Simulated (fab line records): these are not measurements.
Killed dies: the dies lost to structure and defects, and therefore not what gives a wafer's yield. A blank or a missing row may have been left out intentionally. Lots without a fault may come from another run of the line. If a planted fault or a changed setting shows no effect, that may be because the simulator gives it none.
Which tool did it? || flow gf180mcu || 11 lots, 33 wafers sampled, at 4 steps of a route of 602

WHAT THE GAUGES SHOWED, per wafer
GF_V1_RS_MEAS_24: uses a four-point probe to measure.
{"lot": "L871", "measured": "day 18 06:24", "on": "film_metro-03", "V1_W_RS (ohm/sq)": "0.328 0.317 0.327"}
{"lot": "L875", "measured": "day 19 20:26", "on": "film_metro-03", "V1_W_RS (ohm/sq)": "0.327 0.321 0.330"}
{"lot": "L876", "measured": "day 20 07:13", "on": "film_metro-02", "V1_W_RS (ohm/sq)": "0.324 0.324 0.331"}
{"lot": "L882", "measured": "day 22 12:20", "on": "film_metro-02", "V1_W_RS (ohm/sq)": "0.339 0.344 0.344"}
{"lot": "L887", "measured": "day 24 07:32", "on": "film_metro-02", "V1_W_RS (ohm/sq)": "0.330 0.321 0.327"}
{"lot": "L889", "measured": "day 25 02:40", "on": "film_metro-04", "V1_W_RS (ohm/sq)": "0.332 0.324 0.333"}
{"lot": "L890", "measured": "day 25 06:05", "on": "film_metro-04", "V1_W_RS (ohm/sq)": "0.323 0.326 0.335"}
{"lot": "L891", "measured": "day 25 12:17", "on": "film_metro-02", "V1_W_RS (ohm/sq)": "0.324 0.328 0.328"}
{"lot": "L892", "measured": "day 25 17:40", "on": "film_metro-02", "V1_W_RS (ohm/sq)": "0.323 0.328 0.323"}
{"lot": "L893", "measured": "day 26 03:23", "on": "film_metro-04", "V1_W_RS (ohm/sq)": "0.322 0.329 0.325"}
{"lot": "L894", "measured": "day 26 13:31", "on": "film_metro-04", "V1_W_RS (ohm/sq)": "0.326 0.325 0.324"}

GF_V1_THK_MEAS_25: measures by xrf.
{"lot": "L871", "measured": "day 18 06:31", "on": "film_metro-03", "V1_W_THK (nm)": "343 356 344"}
{"lot": "L875", "measured": "day 19 20:33", "on": "film_metro-03", "V1_W_THK (nm)": "343 348 338"}
{"lot": "L876", "measured": "day 20 07:20", "on": "film_metro-02", "V1_W_THK (nm)": "351 350 342"}
{"lot": "L882", "measured": "day 22 12:27", "on": "film_metro-02", "V1_W_THK (nm)": "329 328 326"}
{"lot": "L887", "measured": "day 24 07:39", "on": "film_metro-02", "V1_W_THK (nm)": "339 350 344"}
{"lot": "L889", "measured": "day 25 02:46", "on": "film_metro-04", "V1_W_THK (nm)": "345 351 341"}
{"lot": "L890", "measured": "day 25 06:12", "on": "film_metro-04", "V1_W_THK (nm)": "354 350 342"}
{"lot": "L891", "measured": "day 25 12:24", "on": "film_metro-02", "V1_W_THK (nm)": "350 344 346"}
{"lot": "L892", "measured": "day 25 17:47", "on": "film_metro-02", "V1_W_THK (nm)": "351 344 351"}
{"lot": "L893", "measured": "day 26 03:30", "on": "film_metro-04", "V1_W_THK (nm)": "353 346 348"}
{"lot": "L894", "measured": "day 26 13:38", "on": "film_metro-04", "V1_W_THK (nm)": "347 350 350"}

EACH LOT AND THE TOOL THAT RAN IT (in order: tool; ch and the chambers of the sampled wafers; start)
{"lot": "L871", "GF_V1_STRIP_18": "plasma_asher-02 ch 0,1, day 18 05:37", "GF_V1_CVD_23": "cvd_w-02 ch 0,1, day 18 06:17"}
{"lot": "L875", "GF_V1_STRIP_18": "plasma_asher-03 ch 0,1, day 19 19:41", "GF_V1_CVD_23": "cvd_w-02 ch 0,1, day 19 20:19"}
{"lot": "L876", "GF_V1_STRIP_18": "plasma_asher-03 ch 0,1, day 20 06:28", "GF_V1_CVD_23": "cvd_w-02 ch 0,1, day 20 07:06"}
{"lot": "L882", "GF_V1_STRIP_18": "plasma_asher-01 ch 0,1, day 22 11:34", "GF_V1_CVD_23": "cvd_w-02 ch 1, day 22 12:13"}
{"lot": "L887", "GF_V1_STRIP_18": "plasma_asher-02 ch 0,1, day 24 06:46", "GF_V1_CVD_23": "cvd_w-01 ch 0,1, day 24 07:25"}
{"lot": "L889", "GF_V1_STRIP_18": "plasma_asher-02 ch 0,1, day 25 01:55", "GF_V1_CVD_23": "cvd_w-01 ch 0,1, day 25 02:33"}
{"lot": "L890", "GF_V1_STRIP_18": "plasma_asher-02 ch 0,1, day 25 05:20", "GF_V1_CVD_23": "cvd_w-01 ch 0,1, day 25 05:58"}
{"lot": "L891", "GF_V1_STRIP_18": "plasma_asher-03 ch 0,1, day 25 11:31", "GF_V1_CVD_23": "cvd_w-02 ch 0,1, day 25 12:10"}
{"lot": "L892", "GF_V1_STRIP_18": "plasma_asher-03 ch 0,1, day 25 16:55", "GF_V1_CVD_23": "cvd_w-01 ch 0,1, day 25 17:33"}
{"lot": "L893", "GF_V1_STRIP_18": "plasma_asher-01 ch 0,1, day 26 02:37", "GF_V1_CVD_23": "cvd_w-01 ch 0,1, day 26 03:16"}
{"lot": "L894", "GF_V1_STRIP_18": "plasma_asher-01 ch 0,1, day 26 12:47", "GF_V1_CVD_23": "cvd_w-02 ch 0,1, day 26 13:25"}
- GF_V1_STRIP_18: strips in O2/N2.
- GF_V1_CVD_23: deposits W, target thk 350 nm, time 105.05 s.

WHAT THE TOOLS THEMSELVES READ (means of the sampled wafers that have a number; where no wafer has one, the mark that the record gives instead)
GF_V1_STRIP_18.
{"lot": "L871", "tool": "plasma_asher-02", "drypump_motor_current_A (A)": 5.7, "heater_power_w (W)": 347, "oes_product_au (a.u.)": 0.597}
{"lot": "L875", "tool": "plasma_asher-03", "drypump_motor_current_A (A)": 5.6, "heater_power_w (W)": 393, "oes_product_au (a.u.)": 0.592}
{"lot": "L876", "tool": "plasma_asher-03", "drypump_motor_current_A (A)": 5.6, "heater_power_w (W)": 393, "oes_product_au (a.u.)": 0.598}
{"lot": "L882", "tool": "plasma_asher-01", "drypump_motor_current_A (A)": 6.2, "heater_power_w (W)": 368, "oes_product_au (a.u.)": 0.591}
{"lot": "L887", "tool": "plasma_asher-02", "drypump_motor_current_A (A)": 5.7, "heater_power_w (W)": 332, "oes_product_au (a.u.)": 0.595}
{"lot": "L889", "tool": "plasma_asher-02", "drypump_motor_current_A (A)": 5.7, "heater_power_w (W)": 338, "oes_product_au (a.u.)": 0.592}
{"lot": "L890", "tool": "plasma_asher-02", "drypump_motor_current_A (A)": 5.7, "heater_power_w (W)": 338, "oes_product_au (a.u.)": 0.590}
{"lot": "L891", "tool": "plasma_asher-03", "drypump_motor_current_A (A)": 5.2, "heater_power_w (W)": 371, "oes_product_au (a.u.)": 0.599}
{"lot": "L892", "tool": "plasma_asher-03", "drypump_motor_current_A (A)": 5.2, "heater_power_w (W)": 367, "oes_product_au (a.u.)": 0.597}
{"lot": "L893", "tool": "plasma_asher-01", "drypump_motor_current_A (A)": 6.2, "heater_power_w (W)": 357, "oes_product_au (a.u.)": 0.588}
{"lot": "L894", "tool": "plasma_asher-01", "drypump_motor_current_A (A)": 6.2, "heater_power_w (W)": 367, "oes_product_au (a.u.)": 0.595}

GF_V1_CVD_23.
{"lot": "L871", "tool": "cvd_w-02", "heater_power_w (W)": 933}
{"lot": "L875", "tool": "cvd_w-02", "heater_power_w (W)": 941}
{"lot": "L876", "tool": "cvd_w-02", "heater_power_w (W)": 918}
{"lot": "L882", "tool": "cvd_w-02", "heater_power_w (W)": 995}
{"lot": "L887", "tool": "cvd_w-01", "heater_power_w (W)": 865}
{"lot": "L889", "tool": "cvd_w-01", "heater_power_w (W)": 850}
{"lot": "L890", "tool": "cvd_w-01", "heater_power_w (W)": 864}
{"lot": "L891", "tool": "cvd_w-02", "heater_power_w (W)": 964}
{"lot": "L892", "tool": "cvd_w-01", "heater_power_w (W)": 868}
{"lot": "L893", "tool": "cvd_w-01", "heater_power_w (W)": 884}
{"lot": "L894", "tool": "cvd_w-02", "heater_power_w (W)": 946}

THE ANSWER, worked out from the rows above alone
Rule: the usual values come from the lots themselves. Put in order of their means at a reading, lots are off if they are a third of the lots or fewer, leave a main group of 4 or more, and stand apart from it by a gap of 3 or more times the standard deviation of the main group's means; of several such gaps the widest counts. The tables above print the reading to a certain number of digits; a main group whose means all agree to those digits is not used. A lot without any number at a reading at which 4 lots or more have one is off too. Where the step has rows for the other lots, those lots are counted as sound. The gauges are gone through in route order, then the tools' own readings, and for those a lot's mean is taken as printed above. The first step at which some lot is off is used, and at that step the reading that is off furthest; a lot without a number counts as furthest.
Off: at GF_V1_RS_MEAS_24 (V1_W_RS), L882. The main group: mean 0.326 ohm/sq, standard deviation 0.0016.
If a tool, at a process step before that reading, ran all the lots that are off and no sound lot after the first of them, it fits. Gauges at GF_V1_RS_MEAS_24: tried the same way as those tools. None of those tried fits.

WHAT WAS PUT IN BY THE SIMULATOR
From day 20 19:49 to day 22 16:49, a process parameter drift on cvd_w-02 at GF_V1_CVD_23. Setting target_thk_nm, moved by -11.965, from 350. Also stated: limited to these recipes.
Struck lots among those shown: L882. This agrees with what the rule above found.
